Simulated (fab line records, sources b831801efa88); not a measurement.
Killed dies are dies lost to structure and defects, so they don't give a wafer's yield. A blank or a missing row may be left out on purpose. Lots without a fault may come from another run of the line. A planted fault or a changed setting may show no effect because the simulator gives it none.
Which tool did it? | flow gf180mcu | 14 lots, 42 wafers sampled, at 4 steps of a route of 602

WHAT THE GAUGES READ, wafer by wafer
GF_V1_THK_MEAS_01.
lot  | measured     | on            | V1_CVD_00_THK (nm)
L133 | day 19 05:02 | film_metro-02 | 602 605 592
L134 | day 19 13:16 | film_metro-01 | 594 593 599
L136 | day 20 07:46 | film_metro-01 | 607 603 599
L138 | day 21 07:12 | film_metro-03 | 601 603 597
L139 | day 21 11:56 | film_metro-03 | 596 592 599
L141 | day 21 22:36 | film_metro-03 | 592 597 597
L142 | day 22 06:38 | film_metro-02 | 604 607 609
L145 | day 23 04:04 | film_metro-02 | 596 596 599
L146 | day 23 14:55 | film_metro-02 | 602 618 603
L147 | day 24 02:19 | film_metro-03 | 602 608 601
L148 | day 24 10:04 | film_metro-02 | 607 606 599
L149 | day 24 16:48 | film_metro-01 | 596 592 591
L150 | day 25 02:47 | film_metro-01 | 594 601 593
L151 | day 25 03:31 | film_metro-02 | 596 602 595

GF_V1_OVL_MEAS_15.
lot  | measured     | on         | V1_OVL (nm)
L133 | day 20 05:37 | overlay-01 | - - -
L134 | day 20 13:37 | overlay-02 | - - -
L136 | day 21 08:47 | overlay-01 | 2 -5 -10
L138 | day 22 07:56 | overlay-02 | 16 -1 10
L139 | day 22 11:47 | overlay-01 | -8 -8 -4
L141 | day 22 22:19 | overlay-02 | -4 -3 0
L142 | day 23 06:58 | overlay-02 | 6 1 -3
L145 | day 24 02:14 | overlay-01 | 7 -3 1
L146 | day 24 13:28 | overlay-01 | -4 1 -3
L147 | day 25 00:43 | overlay-01 | 3 -1 -7
L148 | day 25 08:10 | overlay-01 | 5 2 -2
L149 | day 25 15:42 | overlay-01 | -2 0 -9
L150 | day 26 01:38 | overlay-02 | 5 2 -2
L151 | day 26 01:59 | overlay-01 | 6 1 5

WHICH TOOL RAN EACH LOT (tool, then ch and the chambers of the sampled wafers, then the start)
lot  | GF_CONTACT_CVD_24             | GF_V1_EXPOSE_11
L133 | cvd_w-01 ch 0,1, day 18 03:42 | krf_scanner-01, day 19 17:44
L134 | cvd_w-02 ch 0,1, day 18 11:07 | krf_scanner-01, day 20 01:56
L136 | cvd_w-02 ch 0,1, day 19 05:58 | krf_scanner-01 ch 0, day 20 20:32
L138 | cvd_w-02 ch 0,1, day 20 04:23 | krf_scanner-01 ch 0, day 21 19:46
L139 | cvd_w-01 ch 0,1, day 20 09:44 | krf_scanner-02 ch 0, day 22 00:16
L141 | cvd_w-02 ch 0,1, day 20 21:52 | krf_scanner-02 ch 0, day 22 11:02
L142 | cvd_w-01 ch 0,1, day 21 05:28 | krf_scanner-02 ch 0, day 22 19:11
L145 | cvd_w-02 ch 0,1, day 22 04:04 | krf_scanner-02 ch 0, day 23 16:01
L146 | cvd_w-02 ch 0,1, day 22 14:49 | krf_scanner-01 ch 0, day 24 02:38
L147 | cvd_w-01 ch 0,1, day 23 01:58 | krf_scanner-01 ch 0, day 24 14:01
L148 | cvd_w-02 ch 1, day 23 09:30   | krf_scanner-02 ch 0, day 24 21:26
L149 | cvd_w-02 ch 0,1, day 23 16:38 | krf_scanner-01 ch 0, day 25 05:03
L150 | cvd_w-01 ch 0,1, day 24 03:07 | krf_scanner-01 ch 0, day 25 14:32
L151 | cvd_w-02 ch 0,1, day 24 04:04 | krf_scanner-02 ch 0, day 25 15:20
- GF_CONTACT_CVD_24: deposits W, target thk 300 nm, time 90.339 s.
- GF_V1_EXPOSE_11: exposes mask Via1, target cd 260 nm.

WHAT THE TOOLS THEMSELVES READ (means of the sampled wafers that have a number; where no wafer has one, the mark that the record gives instead)
GF_CONTACT_CVD_24.
lot  | tool     | chamber_pressure_Torr (Torr) | heater_power_w (W)
L133 | cvd_w-01 | 39.99                        | 911
L134 | cvd_w-02 | 40.06                        | 849
L136 | cvd_w-02 | 40.00                        | 827
L138 | cvd_w-02 | 40.08                        | 822
L139 | cvd_w-01 | 40.00                        | 934
L141 | cvd_w-02 | 39.96                        | 855
L142 | cvd_w-01 | 40.06                        | 926
L145 | cvd_w-02 | 40.02                        | 835
L146 | cvd_w-02 | 39.99                        | 852
L147 | cvd_w-01 | 39.95                        | 937
L148 | cvd_w-02 | 40.19                        | 820
L149 | cvd_w-02 | 39.95                        | 828
L150 | cvd_w-01 | 39.96                        | 945
L151 | cvd_w-02 | 39.99                        | 840

GF_V1_EXPOSE_11.
lot  | tool           | exposure_dose_mJ_cm2 | focus_offset_nm (nm)
L133 | krf_scanner-01 | -                    | -
L134 | krf_scanner-01 | -                    | -
L136 | krf_scanner-01 | 37.98                | 0.2
L138 | krf_scanner-01 | 37.94                | 0.1
L139 | krf_scanner-02 | 37.93                | -0.3
L141 | krf_scanner-02 | 38.03                | -0.4
L142 | krf_scanner-02 | 37.98                | -0.7
L145 | krf_scanner-02 | 37.95                | -0.1
L146 | krf_scanner-01 | 37.92                | -0.1
L147 | krf_scanner-01 | 37.96                | -1.1
L148 | krf_scanner-02 | 37.99                | 0.2
L149 | krf_scanner-01 | 37.88                | -0.6
L150 | krf_scanner-01 | 37.89                | -0.4
L151 | krf_scanner-02 | 37.94                | 0.3

THE ANSWER, worked out from the rows above alone
Rule: what is usual is taken from the lots themselves. Put in order of their means at a reading, lots are off if they are a third of the lots or fewer, leave a main group of 4 or more, and stand apart from it by a gap of 3 or more times the standard deviation of the main group's means; of several such gaps the widest counts. A main group whose means are all the same, to the digits that the tables above print for the reading, isn't used. A lot without any number at a reading at which 4 lots or more have one is off too. The other lots that the step has rows for count as sound. The gauges are gone through in route order, then the tools' own readings, and for those a lot's mean is taken as printed above. The first step at which some lot is off is used, and at that step the reading that is off furthest; a lot without a number counts as furthest.
Off: L133, L134, at GF_V1_OVL_MEAS_15 (V1_OVL). Without a number there: L133, L134. The main group: mean -0 nm, standard deviation 3.9.
A tool fits if, at a process step before that reading, it ran every lot that is off, and no sound lot after the first of them. The gauges at GF_V1_OVL_MEAS_15 aren't tried: what is off there is off at GF_V1_EXPOSE_11 too, on other tools, and a gauge's error can't cause that. None of those tried fits.

WHAT THE SIMULATOR HAD PUT IN
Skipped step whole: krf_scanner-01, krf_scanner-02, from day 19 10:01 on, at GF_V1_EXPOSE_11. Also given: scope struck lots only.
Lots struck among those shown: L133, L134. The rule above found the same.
